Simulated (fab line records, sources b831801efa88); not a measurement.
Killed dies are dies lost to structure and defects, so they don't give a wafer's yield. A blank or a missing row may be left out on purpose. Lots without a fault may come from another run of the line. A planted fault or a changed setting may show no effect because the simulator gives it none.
Split-lot experiment | flow sfq_line | 5 lots, 23 wafers read, on a route of 325 steps

THE SPLIT
At SFQ_TRILAYER_L0_VIA_LITHO_PEB_016 (peb time 60 s), the setting peb_time_s was moved away from the recipe's 60 s on 7 of the 23 wafers read, by -12.0% to +14.0%. The other wafers ran this setting at the recipe's value.

FROM THE SPLIT TO THE READING: what the file shows between them, 1 step
- SFQ_TRILAYER_L0_VIA_LITHO_DEVELOP_015: time 60 s

THE READING
L0V.cd_nm (the simulator's own value, which no gauge read), in nm, at SFQ_TRILAYER_L0_VIA_BARC_OPEN_VIA_ETCH_021 (etches BARC in O2, target depth 125 nm, time 43.58 s). The file gives no usual value for it. The 16 wafers here that ran the recipe average 699.4 nm, standard deviation 1.1 nm.

wafer  | tool, chamber at the split | peb_time_s as run, s | against the recipe | L0V.cd_nm, nm | against lot-mates on the recipe
L075.1 | litho_track-01, 0          | 60                   | recipe             | 699.1         | -
L075.2 | litho_track-01, 0          | 60                   | recipe             | 700.3         | -
L075.3 | litho_track-01, 0          | 60                   | recipe             | 699.9         | -
L075.4 | litho_track-01, 0          | 60                   | recipe             | 699.8         | -
L075.5 | litho_track-01, 0          | 60                   | recipe             | 700.9         | -
L076.1 | litho_track-02, 0          | 60                   | recipe             | 699.7         | -
L076.2 | litho_track-02, 0          | 52.81                | -12.0%             | 679.6         | -19.1
L076.4 | litho_track-02, 0          | 52.81                | -12.0%             | 679.6         | -19.1
L076.3 | litho_track-02, 0          | 52.81                | -12.0%             | 681.1         | -17.6
L076.5 | litho_track-02, 0          | 60                   | recipe             | 697.8         | -
L079.1 | litho_track-03, 0          | 60                   | recipe             | 697.7         | -
L079.3 | litho_track-03, 0          | 64.48                | +7.5%              | 710.2         | +12.4
L079.4 | litho_track-03, 0          | 60                   | recipe             | 698.2         | -
L079.5 | litho_track-03, 0          | 64.48                | +7.5%              | 709.7         | +11.9
L079.6 | litho_track-03, 0          | 60                   | recipe             | 697.6         | -
L082.1 | litho_track-03, 0          | 60                   | recipe             | 699.2         | -
L082.2 | litho_track-03, 0          | 60                   | recipe             | 700.1         | -
L082.4 | litho_track-03, 0          | 60                   | recipe             | 701.4         | -
L085.1 | litho_track-02, 0          | 68.37                | +14.0%             | 719.9         | +20.3
L085.2 | litho_track-02, 0          | 60                   | recipe             | 699.7         | -
L085.3 | litho_track-02, 0          | 68.37                | +14.0%             | 718.1         | +18.5
L085.4 | litho_track-02, 0          | 60                   | recipe             | 700           | -
L085.6 | litho_track-02, 0          | 60                   | recipe             | 699.2         | -

THE FIT
A straight line over all 23 wafers: L0V.cd_nm changes by +1.5 nm for each +1% of peb_time_s; r = +0.99; the points scatter about the line by 1.2 nm.
The same after taking each lot's own level away (the mean of its wafers on the recipe; 23 wafers): +1.5 nm for each +1%; r = +1.00; scatter 0.9 nm.
On that fit, the largest move of peb_time_s shifts the reading by 21 nm.
The lots' own levels span 697.83 to 700.23 nm, that is 2.2 times the standard deviation above.
So the lot-to-lot level changes the slope little: the two slopes agree.
Check: with one of the wafers moved furthest among these (+14.0%) left out of the fit, the line predicts +20.9 nm for it against its lot-mates. It came out at +20.3 nm against them.

OTHER SPLITS ON THESE WAFERS
These wafers also went through other splits before the reading. Each is held against what the fit with the lots' levels taken away leaves over:
other split on the same wafers                | wafers away from the commonest value | r with L0V.cd_nm (lot level and that fit taken away)
SFQ_TRILAYER_INCOMING_OXIDATION_002 ox_time_s | 18                                   | -0.35
SFQ_TRILAYER_L0_LITHO_COAT_010 resist_thk_nm  | 9                                    | +0.18

THE FILE'S OWN FIT
L0V.cd_nm changes by +1.48 nm for each +1% of peb_time_s, r = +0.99.
